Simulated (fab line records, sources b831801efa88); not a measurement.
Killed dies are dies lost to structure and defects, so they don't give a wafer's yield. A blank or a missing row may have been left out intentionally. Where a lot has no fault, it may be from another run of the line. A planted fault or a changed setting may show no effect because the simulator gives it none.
fab line records || flow sky130 || part 2 of 2: steps 34 to 47 of 47
record: {"lots": 5, "wafers": 15, "lastDay": 49}
route steps=708 shown VT_ADJUST_LVTN@109 VT_ADJUST_NCORE@119 VT_ADJUST_HVTR@131 VT_ADJUST_PCH@143 SONOS_TUNNEL@154
lots untouched by any fault: they come from a run of this same line in which no faults occurred
startH: hours from the record's first day to the start of the lot's first wafer shown || waitH: hours from the lot's prior step to this one || " as in the row above || L1.1+2: a single row standing in for several wafers || - value missing, or start not given || * or withheld: withheld || < > ~ a bound
route shown NAME@n: a module of which the file shows steps, and the number in the route of the first || usual: mean and standard deviation over wafers with no fault || same: alike in all rows || chamber/n: place in a boat || sites: each site's reading || _std_site: standard deviation across them || _edge_site: outer sites' mean less inner sites' || radiusMm: how far each site lies from the wafer's centre || mask NAME#n: copy n || behind: the most recent tool/chamber to have shaped the wafer || hold: what put the lot on hold/how long, in hours/how the hold closed || device: names the non-switching transistor (n, p or np) || end of line: the same wafers' tests at the end of the route || a step without rows: its recipe alone || killed: dies that structure and defects cost at the first sort, which is not the same as the wafer's yield || map: per-die view of a wafer (x killed, . not killed, _ where there is no die)
set.NAME: setting as actually run; set.NAME@STEP: the setting as run at that earlier step || model.NAME: the simulator's own value behind a step, which no gauge read
a table for each step, a row for each wafer; lots at some steps of the route
services: a tool's chamber out of use, with start hour (startH, from the record's first day; less than 0 if before it), hours out, and reason
== steps ==
step: SKY_VT_ADJUST_HVTR_TW_MEAS_11
usual: {"VT_ADJUST_HVTR_TW": "211.1/1.1"}
{"lot.wafer": "L078.1", "tool": "filmMetro-02", "chamber": "-", "startH": 226.87, "waitH": 0.1, "VT_ADJUST_HVTR_TW": 210.6}
{"lot.wafer": "L078.2", "tool": "filmMetro-02", "chamber": "-", "startH": 226.87, "waitH": 0.1, "VT_ADJUST_HVTR_TW": 210.3}
{"lot.wafer": "L078.5", "tool": "filmMetro-02", "chamber": "-", "startH": 226.87, "waitH": 0.1, "VT_ADJUST_HVTR_TW": 210.1}
{"lot.wafer": "L083.1", "tool": "filmMetro-04", "chamber": "-", "startH": 268.97, "waitH": 0.1, "VT_ADJUST_HVTR_TW": 211.7}
{"lot.wafer": "L083.2", "tool": "filmMetro-04", "chamber": "-", "startH": 268.97, "waitH": 0.1, "VT_ADJUST_HVTR_TW": 213.1}
{"lot.wafer": "L083.3", "tool": "filmMetro-04", "chamber": "-", "startH": 268.97, "waitH": 0.1, "VT_ADJUST_HVTR_TW": 212.3}
{"lot.wafer": "L086.1", "tool": "filmMetro-01", "chamber": "-", "startH": 285.21, "waitH": 0.1, "VT_ADJUST_HVTR_TW": 213.2}
{"lot.wafer": "L086.4", "tool": "filmMetro-01", "chamber": "-", "startH": 285.21, "waitH": 0.1, "VT_ADJUST_HVTR_TW": 211.1}
{"lot.wafer": "L086.5", "tool": "filmMetro-01", "chamber": "-", "startH": 285.21, "waitH": 0.1, "VT_ADJUST_HVTR_TW": 212.7}
{"lot.wafer": "L087.1", "tool": "filmMetro-04", "chamber": "-", "startH": 301.46, "waitH": 0.1, "VT_ADJUST_HVTR_TW": 211.4}
{"lot.wafer": "L087.3", "tool": "filmMetro-04", "chamber": "-", "startH": 301.46, "waitH": 0.1, "VT_ADJUST_HVTR_TW": 211.5}
{"lot.wafer": "L087.4", "tool": "filmMetro-04", "chamber": "-", "startH": 301.46, "waitH": 0.1, "VT_ADJUST_HVTR_TW": 212.0}
{"lot.wafer": "L089.1", "tool": "filmMetro-04", "chamber": "-", "startH": 312.57, "waitH": 0.1, "VT_ADJUST_HVTR_TW": 211.5}
{"lot.wafer": "L089.4", "tool": "filmMetro-04", "chamber": "-", "startH": 312.57, "waitH": 0.1, "VT_ADJUST_HVTR_TW": 210.8}
{"lot.wafer": "L089.6", "tool": "filmMetro-04", "chamber": "-", "startH": 312.57, "waitH": 0.1, "VT_ADJUST_HVTR_TW": 212.1}
step: SKY_VT_ADJUST_PCH_DEHYDRATE_00
recipe: {"tempC": 200, "timeS": 60}
{"lot.wafer": "L078.1+2+5", "tool": "lithoTrack-04", "chamber": 0, "startH": 237.40, "waitH": 10.5}
{"lot.wafer": "L083.1+2+3", "tool": "lithoTrack-04", "chamber": 0, "startH": 280.95, "waitH": 12.0}
{"lot.wafer": "L086.1+4+5", "tool": "lithoTrack-04", "chamber": 0, "startH": 297.50, "waitH": 12.3}
{"lot.wafer": "L087.1+3+4", "tool": "lithoTrack-04", "chamber": 0, "startH": 313.40, "waitH": 11.9}
{"lot.wafer": "L089.1+4+6", "tool": "lithoTrack-03", "chamber": 0, "startH": 325.10, "waitH": 12.5}
step: SKY_VT_ADJUST_PCH_HMDS_01
recipe: {"primeTimeS": 60, "primeTempC": 120}
{"lot.wafer": "L078.1+2+5", "tool": "lithoTrack-04", "chamber": 0, "startH": 237.55, "waitH": 0.1}
{"lot.wafer": "L083.1+2+3", "tool": "lithoTrack-04", "chamber": 0, "startH": 281.10, "waitH": 0.1}
{"lot.wafer": "L086.1+4+5", "tool": "lithoTrack-04", "chamber": 0, "startH": 297.65, "waitH": 0.1}
{"lot.wafer": "L087.1+3+4", "tool": "lithoTrack-04", "chamber": 0, "startH": 313.55, "waitH": 0.1}
{"lot.wafer": "L089.1+4+6", "tool": "lithoTrack-03", "chamber": 0, "startH": 325.25, "waitH": 0.1}
step: SKY_VT_ADJUST_PCH_COAT_02
recipe: {"spinRpm": 2000, "resistThkNm": 3000}
usual: {"dispensePressureKPa": "52/4.1"}
{"lot.wafer": "L078.1", "tool": "lithoTrack-04", "chamber": 0, "startH": 237.70, "waitH": 0.1, "dispensePressureKPa": 53}
{"lot.wafer": "L078.2", "tool": "lithoTrack-04", "chamber": 0, "startH": 237.70, "waitH": 0.1, "dispensePressureKPa": 53}
{"lot.wafer": "L078.5", "tool": "lithoTrack-04", "chamber": 0, "startH": 237.70, "waitH": 0.1, "dispensePressureKPa": 53}
{"lot.wafer": "L083.1", "tool": "lithoTrack-04", "chamber": 0, "startH": 281.25, "waitH": 0.1, "dispensePressureKPa": 53}
{"lot.wafer": "L083.2", "tool": "lithoTrack-04", "chamber": 0, "startH": 281.25, "waitH": 0.1, "dispensePressureKPa": 53}
{"lot.wafer": "L083.3", "tool": "lithoTrack-04", "chamber": 0, "startH": 281.25, "waitH": 0.1, "dispensePressureKPa": 53}
{"lot.wafer": "L086.1", "tool": "lithoTrack-04", "chamber": 0, "startH": 297.80, "waitH": 0.1, "dispensePressureKPa": 53}
{"lot.wafer": "L086.4", "tool": "lithoTrack-04", "chamber": 0, "startH": 297.80, "waitH": 0.1, "dispensePressureKPa": 53}
{"lot.wafer": "L086.5", "tool": "lithoTrack-04", "chamber": 0, "startH": 297.80, "waitH": 0.1, "dispensePressureKPa": 53}
{"lot.wafer": "L087.1", "tool": "lithoTrack-04", "chamber": 0, "startH": 313.70, "waitH": 0.1, "dispensePressureKPa": 53}
{"lot.wafer": "L087.3", "tool": "lithoTrack-04", "chamber": 0, "startH": 313.70, "waitH": 0.1, "dispensePressureKPa": 53}
{"lot.wafer": "L087.4", "tool": "lithoTrack-04", "chamber": 0, "startH": 313.70, "waitH": 0.1, "dispensePressureKPa": 53}
{"lot.wafer": "L089.1", "tool": "lithoTrack-03", "chamber": 0, "startH": 325.40, "waitH": 0.1, "dispensePressureKPa": 58}
{"lot.wafer": "L089.4", "tool": "lithoTrack-03", "chamber": 0, "startH": 325.40, "waitH": 0.1, "dispensePressureKPa": 58}
{"lot.wafer": "L089.6", "tool": "lithoTrack-03", "chamber": 0, "startH": 325.40, "waitH": 0.1, "dispensePressureKPa": 58}
step: SKY_VT_ADJUST_PCH_SOFTBAKE_03
recipe: {"tempC": 110, "timeS": "withheld"}
{"lot.wafer": "L078.1+2+5", "tool": "lithoTrack-04", "chamber": 0, "startH": 237.85, "waitH": 0.1}
{"lot.wafer": "L083.1+2+3", "tool": "lithoTrack-04", "chamber": 0, "startH": 281.40, "waitH": 0.1}
{"lot.wafer": "L086.1+4+5", "tool": "lithoTrack-04", "chamber": 0, "startH": 297.95, "waitH": 0.1}
{"lot.wafer": "L087.1+3+4", "tool": "lithoTrack-04", "chamber": 0, "startH": 313.85, "waitH": 0.1}
{"lot.wafer": "L089.1+4+6", "tool": "lithoTrack-03", "chamber": 0, "startH": 325.55, "waitH": 0.1}
step: SKY_VT_ADJUST_PCH_EXPOSE_04
recipe: {"maskId": "NWM", "na": 0.6, "sourceShape": "conventional", "sigmaOuter": 0.6, "polarization": "unpolarized", "targetCdNm": 840, "doseMj": 255}
same: {"na": 0.6}
{"lot.wafer": "L078.1+2+5", "tool": "ilineStepper-01", "chamber": 0, "startH": "-", "waitH": "-", "mask": "NWM#0"}
{"lot.wafer": "L083.1+2+3", "tool": "ilineStepper-02", "chamber": 0, "startH": "-", "waitH": "-", "mask": "NWM#0"}
{"lot.wafer": "L086.1+4+5", "tool": "ilineStepper-01", "chamber": 0, "startH": "-", "waitH": "-", "mask": "NWM#0"}
{"lot.wafer": "L087.1+3+4", "tool": "ilineStepper-01", "chamber": 0, "startH": "-", "waitH": "-", "mask": "NWM#0"}
{"lot.wafer": "L089.1+4+6", "tool": "ilineStepper-02", "chamber": 0, "startH": "-", "waitH": "-", "mask": "NWM#0"}
step: SKY_VT_ADJUST_PCH_PEB_05
recipe: {"tempC": 115, "timeS": "withheld"}
{"lot.wafer": "L078.1+2+5", "tool": "lithoTrack-02", "chamber": 0, "startH": "-", "waitH": "-"}
{"lot.wafer": "L083.1+2+3", "tool": "lithoTrack-03", "chamber": 0, "startH": "-", "waitH": "-"}
{"lot.wafer": "L086.1+4+5", "tool": "lithoTrack-04", "chamber": 0, "startH": "-", "waitH": "-"}
{"lot.wafer": "L087.1+3+4", "tool": "lithoTrack-04", "chamber": 0, "startH": "-", "waitH": "-"}
{"lot.wafer": "L089.1+4+6", "tool": "lithoTrack-04", "chamber": 0, "startH": "-", "waitH": "-"}
step: SKY_VT_ADJUST_PCH_DEVELOP_06
recipe: {"wallAngleDeg": 90, "developer": "TMAH", "developTimeS": 60, "devTempC": 23}
{"lot.wafer": "L078.1+2+5", "tool": "lithoTrack-02", "chamber": 0, "startH": "-", "waitH": "-"}
{"lot.wafer": "L083.1+2+3", "tool": "lithoTrack-03", "chamber": 0, "startH": "-", "waitH": "-"}
{"lot.wafer": "L086.1+4+5", "tool": "lithoTrack-04", "chamber": 0, "startH": "-", "waitH": "-"}
{"lot.wafer": "L087.1+3+4", "tool": "lithoTrack-04", "chamber": 0, "startH": "-", "waitH": "-"}
{"lot.wafer": "L089.1+4+6", "tool": "lithoTrack-04", "chamber": 0, "startH": "-", "waitH": "-"}
step: SKY_VT_ADJUST_PCH_OVL_MEAS_07
usual: {"VT_ADJUST_PCH_OVL": "0.1/1.4"}
{"lot.wafer": "L078.1", "tool": "overlay-02", "chamber": "-", "startH": 248.86, "waitH": "-", "VT_ADJUST_PCH_OVL[nm]": -1.5}
{"lot.wafer": "L078.2", "tool": "overlay-02", "chamber": "-", "startH": 248.86, "waitH": "-", "VT_ADJUST_PCH_OVL[nm]": -1.6}
{"lot.wafer": "L078.5", "tool": "overlay-02", "chamber": "-", "startH": 248.86, "waitH": "-", "VT_ADJUST_PCH_OVL[nm]": -0.7}
{"lot.wafer": "L083.1", "tool": "overlay-01", "chamber": "-", "startH": 293.70, "waitH": "-", "VT_ADJUST_PCH_OVL[nm]": -0.4}
{"lot.wafer": "L083.2", "tool": "overlay-01", "chamber": "-", "startH": 293.70, "waitH": "-", "VT_ADJUST_PCH_OVL[nm]": 0.6}
{"lot.wafer": "L083.3", "tool": "overlay-01", "chamber": "-", "startH": 293.70, "waitH": "-", "VT_ADJUST_PCH_OVL[nm]": -0.6}
{"lot.wafer": "L086.1", "tool": "overlay-01", "chamber": "-", "startH": 311.15, "waitH": "-", "VT_ADJUST_PCH_OVL[nm]": 1.1}
{"lot.wafer": "L086.4", "tool": "overlay-01", "chamber": "-", "startH": 311.15, "waitH": "-", "VT_ADJUST_PCH_OVL[nm]": 2.3}
{"lot.wafer": "L086.5", "tool": "overlay-01", "chamber": "-", "startH": 311.15, "waitH": "-", "VT_ADJUST_PCH_OVL[nm]": 1.6}
{"lot.wafer": "L087.1", "tool": "overlay-02", "chamber": "-", "startH": 326.75, "waitH": "-", "VT_ADJUST_PCH_OVL[nm]": -1.5}
{"lot.wafer": "L087.3", "tool": "overlay-02", "chamber": "-", "startH": 326.75, "waitH": "-", "VT_ADJUST_PCH_OVL[nm]": -0.5}
{"lot.wafer": "L087.4", "tool": "overlay-02", "chamber": "-", "startH": 326.75, "waitH": "-", "VT_ADJUST_PCH_OVL[nm]": -1.1}
{"lot.wafer": "L089.1", "tool": "overlay-02", "chamber": "-", "startH": 338.80, "waitH": "-", "VT_ADJUST_PCH_OVL[nm]": -0.6}
{"lot.wafer": "L089.4", "tool": "overlay-02", "chamber": "-", "startH": 338.80, "waitH": "-", "VT_ADJUST_PCH_OVL[nm]": -0.7}
{"lot.wafer": "L089.6", "tool": "overlay-02", "chamber": "-", "startH": 338.80, "waitH": "-", "VT_ADJUST_PCH_OVL[nm]": -1.7}
step: SKY_VT_ADJUST_PCH_IMPLANT_08
recipe: {"species": "B", "energyKev": 10, "doseCm2": 5e+11, "tiltDeg": "withheld"}
{"lot.wafer": "L078.1+2+5", "tool": "implanter-04", "chamber": 0, "startH": 248.90, "waitH": 0.0}
{"lot.wafer": "L083.1+2+3", "tool": "implanter-01", "chamber": 0, "startH": 293.74, "waitH": 0.0}
{"lot.wafer": "L086.1+4+5", "tool": "implanter-01", "chamber": 0, "startH": 311.19, "waitH": 0.0}
{"lot.wafer": "L087.1+3+4", "tool": "implanter-04", "chamber": 0, "startH": 326.79, "waitH": 0.0}
{"lot.wafer": "L089.1+4+6", "tool": "implanter-02", "chamber": 0, "startH": 338.84, "waitH": 0.0}
step: SKY_VT_ADJUST_PCH_STRIP_09
recipe: {"chemistry": "O2/N2", "powerW": 1400, "pressureMtorr": 1500, "platenTempC": "withheld", "o2FlowSccm": 3000, "n2FlowSccm": 300, "overashFraction": 0.5}
usual: {"drypumpMotorCurrentA": "5.4/0.34", "oesProductAu": "0.723/0.0044", "stripTimeToEndpointS": "36.98/0.12"}
{"lot.wafer": "L078.1", "tool": "plasmaAsher-03", "chamber": 1, "startH": 249.05, "waitH": 0.1, "drypumpMotorCurrentA": 5.8, "oesProductAu": 0.724, "rfHoursCounterH": 57, "stripTimeToEndpointS": 36.95}
{"lot.wafer": "L078.2", "tool": "plasmaAsher-03", "chamber": 0, "startH": 249.05, "waitH": 0.1, "drypumpMotorCurrentA": 4.8, "oesProductAu": 0.719, "rfHoursCounterH": 57, "stripTimeToEndpointS": 36.86}
{"lot.wafer": "L078.5", "tool": "plasmaAsher-03", "chamber": 0, "startH": 249.05, "waitH": 0.1, "drypumpMotorCurrentA": 4.8, "oesProductAu": 0.721, "rfHoursCounterH": "-", "stripTimeToEndpointS": 36.88}
{"lot.wafer": "L083.1", "tool": "plasmaAsher-02", "chamber": 1, "startH": 293.89, "waitH": 0.1, "drypumpMotorCurrentA": 5.5, "oesProductAu": 0.724, "rfHoursCounterH": 47, "stripTimeToEndpointS": 36.79}
{"lot.wafer": "L083.2", "tool": "plasmaAsher-02", "chamber": 0, "startH": 293.89, "waitH": 0.1, "drypumpMotorCurrentA": 5.9, "oesProductAu": 0.722, "rfHoursCounterH": 47, "stripTimeToEndpointS": 36.77}
{"lot.wafer": "L083.3", "tool": "plasmaAsher-02", "chamber": 0, "startH": 293.89, "waitH": 0.1, "drypumpMotorCurrentA": 5.9, "oesProductAu": 0.720, "rfHoursCounterH": "-", "stripTimeToEndpointS": 36.74}
{"lot.wafer": "L086.1", "tool": "plasmaAsher-02", "chamber": 1, "startH": 311.34, "waitH": 0.1, "drypumpMotorCurrentA": 5.5, "oesProductAu": 0.724, "rfHoursCounterH": 48, "stripTimeToEndpointS": 37.06}
{"lot.wafer": "L086.4", "tool": "plasmaAsher-02", "chamber": 1, "startH": 311.34, "waitH": 0.1, "drypumpMotorCurrentA": 5.6, "oesProductAu": 0.727, "rfHoursCounterH": "-", "stripTimeToEndpointS": 37.07}
{"lot.wafer": "L086.5", "tool": "plasmaAsher-02", "chamber": 0, "startH": 311.34, "waitH": 0.1, "drypumpMotorCurrentA": 5.9, "oesProductAu": 0.732, "rfHoursCounterH": "-", "stripTimeToEndpointS": 37.00}
{"lot.wafer": "L087.1", "tool": "plasmaAsher-01", "chamber": 0, "startH": 326.94, "waitH": 0.1, "drypumpMotorCurrentA": 5.3, "oesProductAu": 0.716, "rfHoursCounterH": 63, "stripTimeToEndpointS": 37.08}
{"lot.wafer": "L087.3", "tool": "plasmaAsher-01", "chamber": 1, "startH": 326.94, "waitH": 0.1, "drypumpMotorCurrentA": 5.3, "oesProductAu": 0.725, "rfHoursCounterH": "-", "stripTimeToEndpointS": 37.16}
{"lot.wafer": "L087.4", "tool": "plasmaAsher-01", "chamber": 0, "startH": 326.94, "waitH": 0.1, "drypumpMotorCurrentA": 5.2, "oesProductAu": 0.717, "rfHoursCounterH": "-", "stripTimeToEndpointS": 37.15}
{"lot.wafer": "L089.1", "tool": "plasmaAsher-02", "chamber": 1, "startH": 338.99, "waitH": 0.1, "drypumpMotorCurrentA": 5.5, "oesProductAu": 0.720, "rfHoursCounterH": 51, "stripTimeToEndpointS": 37.00}
{"lot.wafer": "L089.4", "tool": "plasmaAsher-02", "chamber": 1, "startH": 338.99, "waitH": 0.1, "drypumpMotorCurrentA": 5.5, "oesProductAu": 0.717, "rfHoursCounterH": "-", "stripTimeToEndpointS": 36.85}
{"lot.wafer": "L089.6", "tool": "plasmaAsher-02", "chamber": 1, "startH": 338.99, "waitH": 0.1, "drypumpMotorCurrentA": 5.5, "oesProductAu": 0.722, "rfHoursCounterH": "-", "stripTimeToEndpointS": 36.96}
step: SKY_VT_ADJUST_PCH_TW_MEAS_10
usual: {"VT_ADJUST_PCH_TW": "143.1/0.65"}
{"lot.wafer": "L078.1", "tool": "filmMetro-03", "chamber": "-", "startH": 249.15, "waitH": 0.1, "VT_ADJUST_PCH_TW": 143.1}
{"lot.wafer": "L078.2", "tool": "filmMetro-03", "chamber": "-", "startH": 249.15, "waitH": 0.1, "VT_ADJUST_PCH_TW": 143.4}
{"lot.wafer": "L078.5", "tool": "filmMetro-03", "chamber": "-", "startH": 249.15, "waitH": 0.1, "VT_ADJUST_PCH_TW": 143.9}
{"lot.wafer": "L083.1", "tool": "filmMetro-04", "chamber": "-", "startH": 293.99, "waitH": 0.1, "VT_ADJUST_PCH_TW": 142.8}
{"lot.wafer": "L083.2", "tool": "filmMetro-04", "chamber": "-", "startH": 293.99, "waitH": 0.1, "VT_ADJUST_PCH_TW": 142.9}
{"lot.wafer": "L083.3", "tool": "filmMetro-04", "chamber": "-", "startH": 293.99, "waitH": 0.1, "VT_ADJUST_PCH_TW": 142.9}
{"lot.wafer": "L086.1", "tool": "filmMetro-01", "chamber": "-", "startH": 311.44, "waitH": 0.1, "VT_ADJUST_PCH_TW": 143.9}
{"lot.wafer": "L086.4", "tool": "filmMetro-01", "chamber": "-", "startH": 311.44, "waitH": 0.1, "VT_ADJUST_PCH_TW": 143.8}
{"lot.wafer": "L086.5", "tool": "filmMetro-01", "chamber": "-", "startH": 311.44, "waitH": 0.1, "VT_ADJUST_PCH_TW": 143.5}
{"lot.wafer": "L087.1", "tool": "filmMetro-04", "chamber": "-", "startH": 327.04, "waitH": 0.1, "VT_ADJUST_PCH_TW": 142.8}
{"lot.wafer": "L087.3", "tool": "filmMetro-04", "chamber": "-", "startH": 327.04, "waitH": 0.1, "VT_ADJUST_PCH_TW": 143.0}
{"lot.wafer": "L087.4", "tool": "filmMetro-04", "chamber": "-", "startH": 327.04, "waitH": 0.1, "VT_ADJUST_PCH_TW": 142.5}
{"lot.wafer": "L089.1", "tool": "filmMetro-01", "chamber": "-", "startH": 339.09, "waitH": 0.1, "VT_ADJUST_PCH_TW": 142.4}
{"lot.wafer": "L089.4", "tool": "filmMetro-01", "chamber": "-", "startH": 339.09, "waitH": 0.1, "VT_ADJUST_PCH_TW": 142.7}
{"lot.wafer": "L089.6", "tool": "filmMetro-01", "chamber": "-", "startH": 339.09, "waitH": 0.1, "VT_ADJUST_PCH_TW": 143.1}
step: SKY_SONOS_TUNNEL_DEHYDRATE_00
recipe: {"tempC": 200, "timeS": 60}
{"lot.wafer": "L078.1+2+5", "tool": "lithoTrack-04", "chamber": 0, "startH": 259.55, "waitH": 10.4}
{"lot.wafer": "L083.1+2+3", "tool": "lithoTrack-01", "chamber": 0, "startH": 306.21, "waitH": 12.2}
{"lot.wafer": "L086.1+4+5", "tool": "lithoTrack-04", "chamber": 0, "startH": 323.85, "waitH": 12.4}
{"lot.wafer": "L087.1+3+4", "tool": "lithoTrack-01", "chamber": 0, "startH": 339.61, "waitH": 12.6}
{"lot.wafer": "L089.1+4+6", "tool": "lithoTrack-01", "chamber": 0, "startH": 352.41, "waitH": 13.3}
step: SKY_SONOS_TUNNEL_HMDS_01
recipe: {"primeTimeS": 60, "primeTempC": 120}
{"lot.wafer": "L078.1+2+5", "tool": "lithoTrack-04", "chamber": 0, "startH": 259.70, "waitH": 0.1}
{"lot.wafer": "L083.1+2+3", "tool": "lithoTrack-01", "chamber": 0, "startH": 306.36, "waitH": 0.1}
{"lot.wafer": "L086.1+4+5", "tool": "lithoTrack-04", "chamber": 0, "startH": 324.00, "waitH": 0.1}
{"lot.wafer": "L087.1+3+4", "tool": "lithoTrack-01", "chamber": 0, "startH": 339.76, "waitH": 0.1}
{"lot.wafer": "L089.1+4+6", "tool": "lithoTrack-01", "chamber": 0, "startH": 352.56, "waitH": 0.1}
== services ==
{"tool": "ilineStepper-01", "chamber": "-", "startH": 153.73, "hours": 1.7, "kind": "pm"}
{"tool": "plasmaAsher-04", "chamber": "-", "startH": 160.57, "hours": 2.8, "kind": "repair"}
{"tool": "ilineStepper-01", "chamber": "-", "startH": 168.20, "hours": 5.2, "kind": "repair"}
{"tool": "implanter-01", "chamber": "-", "startH": 175.24, "hours": 4.0, "kind": "repair"}
{"tool": "ilineStepper-01", "chamber": "-", "startH": 180.88, "hours": 3.0, "kind": "repair"}
{"tool": "implanter-01", "chamber": "-", "startH": 188.42, "hours": 3.1, "kind": "repair"}
{"tool": "implanter-04", "chamber": "-", "startH": 196.25, "hours": 0.5, "kind": "repair"}
{"tool": "implanter-03", "chamber": "-", "startH": 199.62, "hours": 2.5, "kind": "repair"}
{"tool": "ilineStepper-01", "chamber": "-", "startH": 212.50, "hours": 7.9, "kind": "repair"}
{"tool": "implanter-04", "chamber": "-", "startH": 218.58, "hours": 2.1, "kind": "pm"}
{"tool": "implanter-03", "chamber": "-", "startH": 220.40, "hours": 5.0, "kind": "pm"}
{"tool": "ilineStepper-02", "chamber": 0, "startH": 222.37, "hours": "-", "kind": "calibration"}
{"tool": "implanter-01", "chamber": "-", "startH": 230.74, "hours": 1.0, "kind": "repair"}
{"tool": "plasmaAsher-01", "chamber": "-", "startH": 247.52, "hours": 18.3, "kind": "repair"}
{"tool": "implanter-02", "chamber": "-", "startH": 259.48, "hours": 3.7, "kind": "repair"}
{"tool": "implanter-02", "chamber": "-", "startH": 265.69, "hours": 1.8, "kind": "repair"}
{"tool": "implanter-01", "chamber": "-", "startH": 274.66, "hours": 4.4, "kind": "repair"}
{"tool": "implanter-01", "chamber": "-", "startH": 290.09, "hours": 3.2, "kind": "pm"}
{"tool": "implanter-01", "chamber": "-", "startH": 303.57, "hours": 0.7, "kind": "repair"}
{"tool": "implanter-04", "chamber": "-", "startH": 318.17, "hours": 7.1, "kind": "repair"}
{"tool": "ilineStepper-02", "chamber": "-", "startH": 345.12, "hours": 1.7, "kind": "pm"}
